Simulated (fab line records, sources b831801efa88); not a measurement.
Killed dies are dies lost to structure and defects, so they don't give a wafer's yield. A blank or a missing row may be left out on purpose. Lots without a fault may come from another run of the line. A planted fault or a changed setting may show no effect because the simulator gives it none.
One fault seen from 2 desks | flow sky130 | each desk has only its own numbers; what lay behind them comes last

THE METROLOGY DESK
What the gauges read, lot by lot, whatever tool the lot ran on: means of the sampled wafers that have a number. A lot is out of limits, marked OUT, if its mean lies more than 4 standard deviations from the usual mean; the brackets give that distance.
Columns: A = cd_nm at SKY_VT_ADJUST_NCORE_CD_MEAS_07, usual 380.0 nm; B = SONOS_ONO_CVD_04_THK at SKY_SONOS_ONO_THK_MEAS_05, usual 5.65 nm
lot  | first seen here | A     | B
L832 | day 10 08:44    | 381.1 | 5.65
L833 | day 10 21:47    | 382.4 | 5.66
L834 | day 11 05:20    | 380.9 | 5.77
L837 | day 11 18:05    | 378.9 | 5.55
L839 | day 12 04:29    | 379.8 | 5.50
L840 | day 12 14:17    | 377.5 | 5.56
L841 | day 12 19:03    | 380.4 | 5.55
L843 | day 13 03:11    | 380.8 | 5.48
L844 | day 13 10:59    | 380.5 | 5.71
L845 | day 13 16:46    | 378.3 | 5.68
L846 | day 13 23:47    | 380.3 | 5.70
L847 | day 14 03:22    | 383.9 | 5.53
L852 | day 15 13:45    | 376.4 | 5.74
This desk's finding: nothing out of limits on any of the 13 lots.

THE TOOL OWNER'S DESK: iline_stepper-01
The tool's own readings at SKY_SONOS_TUNNEL_EXPOSE_04 (exposes mask TUNM, target cd 410 nm): means of the sampled wafers that have a number, for each lot that ran on this tool. A lot is out of limits, marked OUT, if its mean lies more than 4 standard deviations from the usual mean; the brackets give that distance.
Columns: A = exposure_dose_mJ_cm2 at SKY_SONOS_TUNNEL_EXPOSE_04, usual 136.02
lot  | first seen here | A
L832 | day 12 18:43    | 135.86
L833 | day 13 07:34    | 135.95
L837 | day 14 07:13    | 136.14
L839 | day 14 19:16    | 136.14
L840 | day 15 04:32    | 136.05
L841 | day 15 09:36    | 136.02
L844 | day 16 03:12    | 133.33 (-21) OUT
L845 | day 16 10:34    | 133.35 (-21) OUT
L846 | day 16 16:47    | 133.86 (-17) OUT
L847 | day 16 21:55    | 133.82 (-17) OUT
This desk's finding: out of limits on L844, L845, L846, L847; first on L844, day 16 03:12 (exposure_dose_mJ_cm2 at SKY_SONOS_TUNNEL_EXPOSE_04). In limits: L832, L833, L837, L839, L840, L841.

PUT TOGETHER
The tool owner's desk could have raised an alarm at day 16 03:12, on L844, L845, L846, L847.
The metrology desk saw nothing out of limits.
The metrology desk has L844, L845, L846, L847 on record, within its limits.
Of the lots named, all ran SKY_SONOS_TUNNEL_EXPOSE_04 on iline_stepper-01.

WHAT THE SIMULATOR HAD PUT IN
Process parameter drift: iline_stepper-01, from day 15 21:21 on, at SKY_SONOS_TUNNEL_EXPOSE_04. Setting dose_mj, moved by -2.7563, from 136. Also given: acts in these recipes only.
Lots struck among those shown: L844, L845, L846, L847.
Hours from the fault's start to each desk's first reading out of limits: the tool owner's desk, 6.
